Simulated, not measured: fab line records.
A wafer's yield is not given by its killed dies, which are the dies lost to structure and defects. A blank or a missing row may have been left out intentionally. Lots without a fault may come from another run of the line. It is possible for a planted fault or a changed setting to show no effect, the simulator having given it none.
8D (eight disciplines) problem report, filled in by code :: flow sky130 :: the parts of the form that need people (team, actions taken, sign-off) are left out

## 1. THE PROBLEM
LOCAL_INTERCONNECT_TIN_RS at SKY_LOCAL_INTERCONNECT_RS_MEAS_01 reads a mean of 16.42 ohm/sq on 1 wafer of 1 lot; wafers without a fault read 14.16 ohm/sq with a standard deviation of 0.14. Measured from the usual mean, that is +16 standard deviations.
The step: measures by four-point-probe.
First observed at day 34 14:02: wafer L452.2, on filmMetro-02. The record holds 30 wafers of 10 lots with a number at this step. The rule behind "out" and "out of limits": a value lying over 4 standard deviations away from the usual mean. All remaining wafers that have a number are taken as sound.

## 2. WHAT IT IS, AND WHAT IT ISN'T
question: which readings at this step
is: LOCAL_INTERCONNECT_TIN_RS
is not: -

question: which lots
is: L452
is not: L437, L439, L442, L443, L444, L450, L453, L455, L459

question: which wafers of those lots
is: L452.2
is not: L452.1, L452.5

question: read on which gauges
is: filmMetro-02
is not: filmMetro-03, filmMetro-04

question: when
is: from day 34 14:02
is not: up to then (20 sound wafers); but 9 sound wafers of L453, L455, L459 came after

## 3. SUSPECTS, AND WHAT RULES EACH OUT
Counting: any tool at a process step up to the reading remains a suspect provided it ran every lot that is out. Sound lots after the first of them don't rule it out here, since some wafers of a struck lot are sound.
- ruled out: the gauge at SKY_LOCAL_INTERCONNECT_RS_MEAS_01. All the wafers that are out were read on filmMetro-02, but those of them that SKY_LOCAL_INTERCONNECT_SPUTTER_00 has rows for are out there too, on other tools.
- rieDiel-01 at SKY_POLY_CUT_ETCH_10 (etches BARC in N2/H2, stops on SiO2, time 45.9 s, target depth 60 nm): kept. It processed L452, the lot that is out, at day 29 21:40, and its most recent sound lot before then was L450 at day 29 04:48.
- pvdSputter-03 at SKY_LOCAL_INTERCONNECT_SPUTTER_00 (material TiN, target thk 100 nm, time 83.3 s): kept. It processed L452, the lot that is out, at day 34 13:58, and its most recent sound lot before then was L450 at day 33 21:41. On those wafers its own readings are out: cathodeDcPowerW.
- At SKY_POLY_CUT_ETCH_10, inside rieDiel-01: chamber 1 took the wafers that are out, while their sound lot-mates went through chambers 0, 2.
Left after counting: rieDiel-01 at SKY_POLY_CUT_ETCH_10, pvdSputter-03 at SKY_LOCAL_INTERCONNECT_SPUTTER_00.

## 4. THE CAUSE (what the simulator had put in)
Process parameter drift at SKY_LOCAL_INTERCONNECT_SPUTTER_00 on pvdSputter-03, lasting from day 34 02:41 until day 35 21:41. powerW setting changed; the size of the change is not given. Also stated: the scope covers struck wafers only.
Counting left 2 suspects, and this tool is among them.

## 5. THE CHAIN OF EFFECTS, in route order
Rows list readings where the struck wafers' mean (over those with a number) sits beyond 3 standard deviations from the usual. Only readings for which the record gives a usual standard deviation are gone through. hours: the time from each lot's start at the first step in this table that gives one to its start at this step, as a median over the lots. sigmas: the change in usual standard deviations.
hours: 0
step: SKY_LOCAL_INTERCONNECT_SPUTTER_00
reading: cathodeDcPowerW
usual: 6500.0 W
on struck wafers: 5765.1
change: -734.9
sigmas: -99 or more

hours: 0
step: SKY_LOCAL_INTERCONNECT_RS_MEAS_01
reading: LOCAL_INTERCONNECT_TIN_RS
usual: 14.16 ohm/sq
on struck wafers: 16.42
change: +2.26
sigmas: +16

hours: 0
step: SKY_LOCAL_INTERCONNECT_THK_MEAS_02
reading: LOCAL_INTERCONNECT_TIN_THK
usual: 98.8 nm
on struck wafers: 86.2
change: -12.6
sigmas: -14

hours: 28
step: SKY_LOCAL_INTERCONNECT_METAL_ETCH_14
reading: oesProductAu
usual: 0.940 a.u.
on struck wafers: 0.868
change: -0.072
sigmas: -10

hours: 28
step: SKY_LOCAL_INTERCONNECT_METAL_ETCH_14
reading: throttleValvePct
usual: 21.902 %
on struck wafers: 21.962
change: +0.060
sigmas: +6.0
Its process steps:
- SKY_LOCAL_INTERCONNECT_SPUTTER_00: material TiN, target thk 100 nm, time 83.3 s.
- SKY_LOCAL_INTERCONNECT_METAL_ETCH_14: etches TiN in Cl2/BCl3, stops on PSG, target depth 110 nm, time 31.4 s.
At these later measuring or inspecting steps, every struck wafer for which the step has a row has a number for every such reading, and none has moved that far: SKY_LOCAL_INTERCONNECT_CD_MEAS_11, SKY_CONTACT_BOW_MEAS_05.

## 6. HOW IT WOULD HAVE BEEN CAUGHT EARLIER
11 hours passed between the start of the fault at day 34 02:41 and the first reading out of limits at a measuring or inspecting step in this record, taken at day 34 14:02.
At SKY_LOCAL_INTERCONNECT_SPUTTER_00, the tool's own readings (cathodeDcPowerW) were out on each struck wafer the step has a row for, so an alarm limit on them would have fired on the first such wafer.
By day 34 14:02 the whole set of lots that are out, 1 in number, had already begun SKY_LOCAL_INTERCONNECT_SPUTTER_00 on pvdSputter-03. Tool hold at that time: it would have spared none of them.
